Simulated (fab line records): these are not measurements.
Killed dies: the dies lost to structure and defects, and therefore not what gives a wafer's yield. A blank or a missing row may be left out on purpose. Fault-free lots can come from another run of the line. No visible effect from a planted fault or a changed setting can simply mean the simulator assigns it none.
A lot that was struck, set against a sound lot | flow sky130 | 16 steps out of a route of 708
Sound: these wafers, L592.1, L592.2, L592.3. Struck: wafers L604.2, L604.4. (L604.1 of the same lot was not struck and is left out.) The cause comes at the end.
Per side, at each step with rows, come the tool, then ch with its chambers, and then its first start. Under that, the readings that differ: sound wafers | struck wafers | difference of the means | sigmas: that difference in standard deviations of wafers without a fault.
alike: readings whose means differ by less than 2 such deviations, and words and numbers that are the same on both sides. not compared: withheld readings, readings that some wafer has no value for, bounds like >300 that may hide the same value, and numbers for which the record gives no deviation and whose values overlap.
The two part at a step that has a row with sigmas, a row that says differs or no value, or rows on one side only. Numbers that have no deviation but don't overlap get no sigmas and don't part them. A reading missing from all wafers of one side parts the sides only when that side holds two or more wafers.

first, 3 steps without rows for these wafers: SKY_METAL2_EXPOSE_12 (exposes mask MM2, target cd 140 nm); SKY_METAL2_PEB_13; SKY_METAL2_DEVELOP_14 (develop time 60 s).
SKY_METAL2_CD_MEAS_15: target cd 140 nm.
  struck on cd-sem-02, day 39 11:47; sound on cd-sem-01, day 35 12:47
  alike: cd-nm
SKY_METAL2_OVL_MEAS_16:
  struck on overlay-01, day 39 11:55; sound on overlay-01, day 35 12:54
  alike: METAL2_OVL
SKY_METAL2_DESCUM_17: chemistry O2, time 8 s.
  sound on rie-metal-03 ch 0,1, day 35 12:56; struck on rie-metal-04 ch 1, day 39 11:57
  alike: drypump-motor-current-A, oes-product-au
  not compared: rf-hours-counter-h
SKY_METAL2_ETCH_18: etches BARC in N2/H2, stops on SiO2, time 45.9 s, target depth 60 nm.
  sound on rie-metal-03 ch 0,1, day 35 12:58; struck on rie-metal-04 ch 1, day 39 11:59
  alike: drypump-motor-current-A, oes-product-au, throttle-valve-pct
  not compared: rf-hours-counter-h
SKY_METAL2_METAL_ETCH_19: etches the open film in Cl2/BCl3, stops on SiO2, target depth 360 nm, time 78 s.
  sound on rie-metal-03 ch 0,1, day 35 13:02; struck on rie-metal-04 ch 1, day 39 12:02
  alike: bcl3-flow-sccm, drypump-motor-current-A, oes-product-au, throttle-valve-pct
  not compared: rf-hours-counter-h
SKY_METAL2_STRIP_20: strips in O2/N2.
  sound on plasma-asher-02 ch 0,1, day 35 13:07; struck on plasma-asher-01 ch 1, day 39 12:08
  alike: drypump-motor-current-A, oes-product-au, strip-time-to-endpoint-s
  not compared: rf-hours-counter-h
then, 3 steps without rows for these wafers: SKY_METAL2_STRIP_21 (strips in post etch residue remover, time 1200 s); SKY_METAL2_CLEAN_22 (cleans in IPA, time 180 s); SKY_METAL2_CLEAN_23 (cleans in O3/DIW).
SKY_VIA2_HDPCVD_00: deposits SiO2, target thk 1180 nm, time 196.7 s.
  sound on hdpcvd-01 ch 0,1,2, day 35 13:43; struck on hdpcvd-01 ch 2, day 39 12:43
  reading                                  | sound             | struck      | difference | sigmas
  sih4-flow-sccm (sccm)                    | 59.99 60.20 59.69 | 72.25 72.12 | +12.23     | +72
  model.SiO2_of_VIA2_HDPCVD_00.thk-nm (nm) | 1175 1185 1158    | 1418 1419   | +246       |
SKY_VIA2_THK_MEAS_01:
  struck on film-metro-03, day 39 12:51; sound on film-metro-03, day 35 13:50
  reading              | sound          | struck    | difference | sigmas
  VIA2_HDPCVD_THK (nm) | 1174 1185 1157 | 1417 1417 | +245       | +22
SKY_VIA2_CMP_02: polishes SiO2.
  sound on cmp-02 ch 0,1,2, day 35 13:57; struck on cmp-01 ch 2,3, day 39 12:55
  alike: motor-current-A
-- the record jumps here: 10 days lie between the struck wafers' starts before and after (it left off in module VIA2 and takes up again in module PAD_OPEN, whose first step shown is number 708 of the route) --
SKY_PAD_OPEN_PROBE_99:
  record: rows for the struck wafers here (prober-01, day 49 09:02), none for the sound ones

WHERE THEY PART
At SKY_VIA2_HDPCVD_00 first; at SKY_PAD_OPEN_PROBE_99 last (within this record only).

WHY: what had been put in by the simulator
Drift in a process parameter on hdpcvd-01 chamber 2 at SKY_VIA2_HDPCVD_00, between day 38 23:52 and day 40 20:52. A move of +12 in setting sih4-flow-sccm, from 60. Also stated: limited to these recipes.
